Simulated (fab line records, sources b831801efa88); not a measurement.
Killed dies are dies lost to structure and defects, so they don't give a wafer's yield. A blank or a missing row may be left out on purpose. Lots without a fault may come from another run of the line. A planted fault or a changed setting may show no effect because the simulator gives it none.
Split-lot experiment | flow sfq_line | 5 lots, 27 wafers read, on a route of 325 steps

THE SPLIT
At SFQ_TRILAYER_C5_BARC_OPEN_VIA_ETCH_210 (etches BARC in O2, target depth 125 nm, time 41.7 s), the setting time_s was moved away from the recipe's 41.7 s on 9 of the 27 wafers read, by -52.2% to +56.1%. The other wafers ran this setting at the recipe's value.

The reading is taken at the split's own step.

THE READING
KrF_of_TRILAYER_C5_LITHO_COAT_151.thk_nm (the simulator's own value, which no gauge read), in nm, at SFQ_TRILAYER_C5_BARC_OPEN_VIA_ETCH_210 (etches BARC in O2, target depth 125 nm, time 41.7 s). The file gives no usual value for it. The 18 wafers here that ran the recipe average 577.5 nm, standard deviation 2.1 nm.

wafer  | tool, chamber at the split | time_s as run, s | against the recipe | KrF_of_TRILAYER_C5_LITHO_COAT_151.thk_nm, nm | against lot-mates on the recipe
L075.1 | rie_diel-03, 1             | 65.09            | +56.1%             | 553.2                                        | -25.9
L075.2 | rie_diel-03, 3             | 41.7             | recipe             | 579.2                                        | -
L075.3 | rie_diel-03, 0             | 65.09            | +56.1%             | 555.5                                        | -23.6
L075.4 | rie_diel-03, 3             | 41.7             | recipe             | 578.7                                        | -
L075.5 | rie_diel-03, 1             | 41.7             | recipe             | 579.5                                        | -
L075.6 | rie_diel-03, 0             | 65.09            | +56.1%             | 554.7                                        | -24.4
L078.1 | rie_diel-02, 1             | 41.7             | recipe             | 575                                          | -
L078.2 | rie_diel-02, 2             | 41.7             | recipe             | 577.5                                        | -
L078.3 | rie_diel-02, 0             | 41.7             | recipe             | 574.9                                        | -
L078.4 | rie_diel-02, 3             | 41.7             | recipe             | 573.4                                        | -
L078.5 | rie_diel-02, 3             | 41.7             | recipe             | 574.4                                        | -
L078.6 | rie_diel-02, 0             | 41.7             | recipe             | 573.9                                        | -
L079.1 | rie_diel-02, 0             | 62.5             | +49.9%             | 552.7                                        | -25.5
L079.2 | rie_diel-02, 1             | 62.5             | +49.9%             | 555.9                                        | -22.3
L079.3 | rie_diel-02, 3             | 41.7             | recipe             | 578.1                                        | -
L079.4 | rie_diel-02, 2             | 41.7             | recipe             | 579                                          | -
L079.5 | rie_diel-02, 3             | 62.5             | +49.9%             | 551.8                                        | -26.4
L079.6 | rie_diel-02, 0             | 41.7             | recipe             | 577.4                                        | -
L080.1 | rie_diel-03, 3             | 41.7             | recipe             | 579.8                                        | -
L080.3 | rie_diel-03, 2             | 41.7             | recipe             | 580.1                                        | -
L080.6 | rie_diel-03, 2             | 41.7             | recipe             | 579.7                                        | -
L082.1 | rie_diel-04, 2             | 41.7             | recipe             | 577.6                                        | -
L082.2 | rie_diel-04, 0             | 19.94            | -52.2%             | 603.9                                        | +26.0
L082.3 | rie_diel-04, 3             | 19.94            | -52.2%             | 601.2                                        | +23.3
L082.4 | rie_diel-04, 1             | 41.7             | recipe             | 579.1                                        | -
L082.5 | rie_diel-04, 3             | 41.7             | recipe             | 577                                          | -
L082.6 | rie_diel-04, 0             | 19.94            | -52.2%             | 602.6                                        | +24.7

THE FIT
A straight line over all 27 wafers: KrF_of_TRILAYER_C5_LITHO_COAT_151.thk_nm changes by -0.456 nm for each +1% of time_s; r = -0.99; the points scatter about the line by 2.2 nm.
The same after taking each lot's own level away (the mean of its wafers on the recipe; 27 wafers): -0.467 nm for each +1%; r = -1.00; scatter 1.3 nm.
On that fit, the largest move of time_s shifts the reading by 26 nm.
The lots' own levels span 574.85 to 579.87 nm, that is 2.3 times the standard deviation above.
So the lot-to-lot level changes the slope little: the two slopes agree.
Check: with one of the wafers moved furthest among these (+56.1%) left out of the fit, the line predicts -26.2 nm for it against its lot-mates. It came out at -25.9 nm against them.
Tool readings at the split's step, against how far the setting was moved: oes_product_au r = -0.81.

OTHER SPLITS ON THESE WAFERS
These wafers also went through other splits before the reading. Each is held against what the fit with the lots' levels taken away leaves over:
other split on the same wafers         | wafers away from the commonest value | r with KrF_of_TRILAYER_C5_LITHO_COAT_151.thk_nm (lot level and that fit taken away)
SFQ_TRILAYER_R5_DEP_SPUTTER_134 time_s | 12                                   | -0.15

THE WHOLE CHAIN: every reading that the file lists as answering this split, in the file's order
step                                   | what it does                                        | reading                                                                                   | change (the file's fit)                                                              | r (the file's)
SFQ_TRILAYER_C5_BARC_OPEN_VIA_ETCH_210 | etches BARC in O2, target depth 125 nm, time 41.7 s | oes_product_au                                                                            | not straight: 0.988 at the lowest setting, 0.685 at the recipe, 0.641 at the highest | not given
SFQ_TRILAYER_C5_BARC_OPEN_VIA_ETCH_210 | etches BARC in O2, target depth 125 nm, time 41.7 s | KrF_of_TRILAYER_C5_LITHO_COAT_151.thk_nm (the simulator's own value, which no gauge read) | -0.467 nm for each +1% of the setting                                                | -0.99

THE FILE'S OWN FIT
KrF_of_TRILAYER_C5_LITHO_COAT_151.thk_nm changes by -0.467 nm for each +1% of time_s, r = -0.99.
